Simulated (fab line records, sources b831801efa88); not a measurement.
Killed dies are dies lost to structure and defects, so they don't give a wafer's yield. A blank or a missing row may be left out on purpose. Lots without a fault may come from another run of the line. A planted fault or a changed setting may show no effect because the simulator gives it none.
fab line records | flow sky130
record lots=14 wafers=38 last_day=50
route steps=708 shown LI_CONTACT@363 CONTACT@407
lots that met no fault: from a run of the same line without faults
start_h: hours from the record's first day to the start of the lot's first wafer shown | wait_h: hours since the lot's step before | " the same as in the row above | L1.1+2: a row that stands for several wafers | - no value, or no start given | * or withheld: withheld | < > ~ a bound
route shown NAME@n: a module of which the file shows steps, and the number in the route of the first | usual: mean/standard deviation of fault-free wafers | same: alike in all rows | chamber/n: place in a boat | sites: the reading at each site | _std_site: their standard deviation | _edge_site: outer sites' mean less inner sites' | radius_mm: how far each site lies from the wafer's centre | mask NAME#n: copy n | behind: the tool/chamber that last shaped the wafer | hold: why the lot was held/for how many hours/how that ended | device: the transistor (n, p or np) that didn't switch | end of line: the same wafers' tests at the end of the route | a step without rows: its recipe alone | killed: dies lost to structure and defects at the first sort, not the wafer's yield | map: a wafer's dies, x killed, . not, _ none there
set.NAME: the setting as run; set.NAME@STEP: as run at that earlier step | model.NAME: the simulator's own value behind a step, which no gauge read
steps of the route over a sample of lots; a table a step, a row a wafer
services: from which hour (start_h, from the record's first day; less than 0 if before it) a tool's chamber was out of use, for how many hours, and why
## steps
# step SKY_LI_CONTACT_THK_MEAS_01
# recipe reads=PSG_of_LI_CONTACT_HDPCVD_00
# usual LI_CONTACT_HDPCVD_THK=932/9.2
# columns lot.wafer tool chamber start_h wait_h LI_CONTACT_HDPCVD_THK[nm]
L599.1 film_metro-03 - 646.35 0.1 934
L599.4 " - " " 928
L599.5 " - " " 933
L600.3 film_metro-04 - 649.97 0.1 927
L600.4 " - " " 930
L600.5 " - " " 927
L601.3 film_metro-04 - 667.54 0.1 933
L601.4 " - " " 933
L601.6 " - " " 928
L602.1 film_metro-02 - 670.17 0.1 927
L602.4 " - " " 923
L602.6 " - " " 916
L603.2 film_metro-04 - 681.21 0.1 918
L603.4 " - " " 922
L603.6 " - " " 926
L604.2 film_metro-02 - 684.57 0.1 915
L604.4 " - " " 914
L604.5 " - " " 925
L608.1 film_metro-04 - 722.90 0.1 918
L608.3 " - " " 929
L608.5 " - " " 918
L610.2 film_metro-04 - 735.47 0.1 930
L610.4 " - " " 924
L610.5 " - " " 921
L611.2 film_metro-02 - 748.32 0.1 928
L611.3 " - " " 931
L611.6 " - " " 921
L614.1 film_metro-03 - 770.48 0.1 935
L614.2 " - " " 946
L613.1 film_metro-03 - 771.26 0.1 938
L613.3 " - " " 928
L613.4 " - " " 934
L616.2 film_metro-04 - 786.88 0.1 953
L616.5 " - " " 931
L618.4 film_metro-04 - 802.24 0.1 936
L622.1 film_metro-03 - 836.02 0.1 941
L622.4 " - " " 926
L622.5 " - " " 924
# step SKY_LI_CONTACT_CMP_24
# recipe stop_on=PSG t_overpolish_s=20 down_force_psi=3.5 platen_rpm=60 target_thk_nm=0 pad_velocity_m_s=0.94248
# usual motor_current_A=10.8/1.1 overpolish_run_s=20.000/0.0089 slurry_flow_ml_min=150.0/0.47 time_to_endpoint_s=97/3.6
# same t_overpolish_s=20
# columns lot.wafer tool chamber start_h wait_h motor_current_A overpolish_run_s slurry_flow_ml_min time_to_endpoint_s
L599.4 cmp-02 0 676.68 0.0 9.5 20.009 150.4 101
L599.1 " 3 " " 11.5 19.997 149.7 100
L599.5 " 1 " " 10.8 20.009 150.7 104
L600.4 cmp-02 1 680.25 0.1 11.5 19.996 148.5 96
L600.3 " 2 " " 10.4 20.000 150.1 98
L600.5 " 3 " " 11.2 19.992 150.4 96
L601.3 cmp-01 1 697.03 0.1 9.9 20.002 150.0 102
L601.4 " 3 " " 12.8 19.992 149.5 97
L601.6 " 2 " " 11.1 19.990 149.9 99
L602.1 cmp-02 2 700.39 0.1 10.4 19.994 150.4 98
L602.4 " 3 " " 11.5 20.004 150.0 97
L602.6 " 3 " " 11.1 20.003 150.0 94
L603.4 cmp-01 1 711.31 0.1 9.9 20.000 149.3 92
L603.2 " 3 " " 12.5 20.000 149.6 92
L603.6 " 0 " " 10.4 19.993 150.4 93
L604.2 cmp-01 2 714.36 0.0 10.9 20.010 149.5 98
L604.4 " 0 " " 10.4 19.990 150.1 93
L604.5 " 3 " " 12.6 19.991 150.5 95
L608.1 cmp-01 1 751.62 0.1 9.9 20.007 149.0 98
L608.3 " 2 " " 10.5 20.003 149.9 98
L608.5 " 2 " " 10.4 20.004 149.4 100
L610.2 cmp-01 0 764.33 0.1 10.1 20.012 150.2 98
L610.4 " 1 " " 9.7 20.002 149.9 94
L610.5 " 3 " " 12.1 19.986 149.4 97
L611.3 cmp-01 2 776.63 0.1 10.3 20.004 150.1 94
L611.2 " 0 " " 10.3 19.975 150.7 95
L611.6 " 2 " " 10.4 20.017 150.1 92
L614.1 cmp-01 1 797.90 0.1 9.2 20.011 149.4 99
L614.2 " 2 " " 10.0 20.002 150.4 48
L613.3 cmp-02 3 798.67 0.1 11.3 19.998 150.3 99
L613.1 " 0 " " 10.1 19.992 149.2 96
L613.4 " 1 " " 11.9 19.987 149.5 95
L616.2 cmp-01 2 814.92 0.1 10.6 20.015 150.3 54
L616.5 " 0 " " 10.4 19.996 150.3 54
L618.4 cmp-01 3 829.61 0.1 13.0 20.001 150.3 105
L622.4 cmp-02 1 863.03 0.0 12.0 20.005 150.6 98
L622.1 " 3 " " 11.5 19.985 149.7 102
L622.5 " 1 " " 11.3 19.999 150.7 98
# step SKY_CONTACT_THK_MEAS_01
# recipe reads=Si3N4_of_CONTACT_CVD_00
# usual CONTACT_CVD_00_THK=74.9/0.85
# columns lot.wafer tool chamber start_h wait_h CONTACT_CVD_00_THK[nm]
L599.1 film_metro-01 - 706.82 - 75.6
L599.4 " - " " 75.8
L599.5 " - " " 75.9
L600.3 film_metro-04 - 709.76 - 74.7
L600.4 " - " " 76.0
L600.5 " - " " 75.3
L601.3 film_metro-02 - 726.29 - 73.9
L601.4 " - " " 74.7
L601.6 " - " " 74.6
L602.1 film_metro-01 - 730.34 - 75.6
L602.4 " - " " 75.6
L602.6 " - " " 76.8
L603.2 film_metro-02 - 740.61 - 74.4
L603.4 " - " " 76.7
L603.6 " - " " 76.1
L604.2 film_metro-01 - 743.59 - 74.9
L604.4 " - " " 76.5
L604.5 " - " " 76.1
L608.1 film_metro-04 - 778.90 - 74.1
L608.3 " - " " 74.3
L608.5 " - " " 75.3
L610.2 film_metro-02 - 792.14 - 73.9
L610.4 " - " " 74.8
L610.5 " - " " 75.5
L611.2 film_metro-01 - 804.74 - 75.4
L611.3 " - " " 75.1
L611.6 " - " " 76.0
L614.1 film_metro-04 - 825.30 - 73.6
L614.2 " - " " 73.1
L613.1 film_metro-04 - 826.29 - 75.0
L613.3 " - " " 75.3
L613.4 " - " " 76.2
L616.2 film_metro-04 - 842.23 - 74.1
L616.5 " - " " 75.6
L618.4 film_metro-01 - 856.75 - 75.2
L622.1 film_metro-01 - 890.37 - 74.8
L622.4 " - " " 75.0
L622.5 " - " " 75.0
# step SKY_CONTACT_BOW_MEAS_05
# recipe mode=bow
# usual CONTACT_BOW=82/7.6
# columns lot.wafer tool chamber start_h wait_h CONTACT_BOW[um]
L599.1 film_metro-01 - 707.31 0.2 77
L599.4 " - " " 82
L599.5 " - " " 69
L600.3 film_metro-01 - 710.27 0.1 85
L600.4 " - " " 86
L600.5 " - " " 89
L601.3 film_metro-04 - 726.80 0.2 82
L601.4 " - " " 99
L601.6 " - " " 76
L602.1 film_metro-02 - 730.82 0.2 80
L602.4 " - " " 77
L602.6 " - " " 71
L603.2 film_metro-04 - 741.11 0.2 82
L603.4 " - " " 83
L603.6 " - " " 68
L604.2 film_metro-04 - 744.09 0.2 87
L604.4 " - " " 76
L604.5 " - " " 76
L608.1 film_metro-01 - 779.39 0.2 97
L608.3 " - " " 89
L608.5 " - " " 97
L610.2 film_metro-02 - 792.67 0.1 80
L610.4 " - " " 79
L610.5 " - " " 69
L611.2 film_metro-02 - 805.24 0.2 90
L611.3 " - " " 82
L611.6 " - " " 86
L614.1 film_metro-04 - 825.79 0.1 83
L614.2 " - " " 80
L613.1 film_metro-04 - 826.78 0.2 89
L613.3 " - " " 79
L613.4 " - " " 73
L616.2 film_metro-01 - 842.85 0.2 97
L616.5 " - " " 90
L618.4 film_metro-02 - 857.30 0.2 76
L622.1 film_metro-01 - 890.86 0.2 90
L622.4 " - " " 89
L622.5 " - " " 78
## services
# columns tool chamber start_h hours kind
cmp-02 - 687.92 4.6 pm
cmp-01 - 690.04 0.7 repair
cmp-02 - 742.97 2.0 repair
cmp-01 - 745.95 0.4 repair
cmp-01 - 747.32 4.0 pm
cmp-01 - 751.32 - consumable_replace:conditioner
cmp-01 - 751.32 - consumable_replace:pad
cmp-02 - 778.22 2.4 repair
cmp-01 - 793.64 0.8 repair
cmp-02 - 812.36 0.7 repair
cmp-02 - 813.61 0.7 repair
cmp-02 - 818.84 4.5 repair
cmp-02 - 829.30 10.2 pm
cmp-02 - 840.83 2.5 repair
cmp-01 - 855.69 1.4 repair
## key
first_sign step=SKY_LI_CONTACT_CMP_24 reading=time_to_endpoint_s direction=down sigmas=13 usual=* struck=*
effect none on later readings
met_at SKY_LI_CONTACT_CMP_24
struck_lots L614,L616
struck_wafers L614.2,L616.2,L616.5
sort_left_out L614.2,L616.2,L616.5
tester_left_out L614,L616
not_acting_at SKY_LI_CONTACT_THK_MEAS_01,SKY_CONTACT_THK_MEAS_01,SKY_CONTACT_BOW_MEAS_05
onset_between 776.63 797.90
fault kind=process_parameter_drift tool=cmp-01 chamber=- onset_h=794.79 steps=SKY_LI_CONTACT_CMP_24 channel=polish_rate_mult offset=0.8 shape=step end_h=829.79 scope=struck_wafers_only
# tester_left_out: of these lots the tester's yield and bins aren't shown, on N5 and GAA mostly nor the transistor test; their killed dies are dies lost to structure and defects alone, not to doping, threshold or leakage, so they don't give the yield
# sort_left_out: the simulated sort isn't trusted on such a fault, so these wafers' sort isn't shown, and their yield isn't known
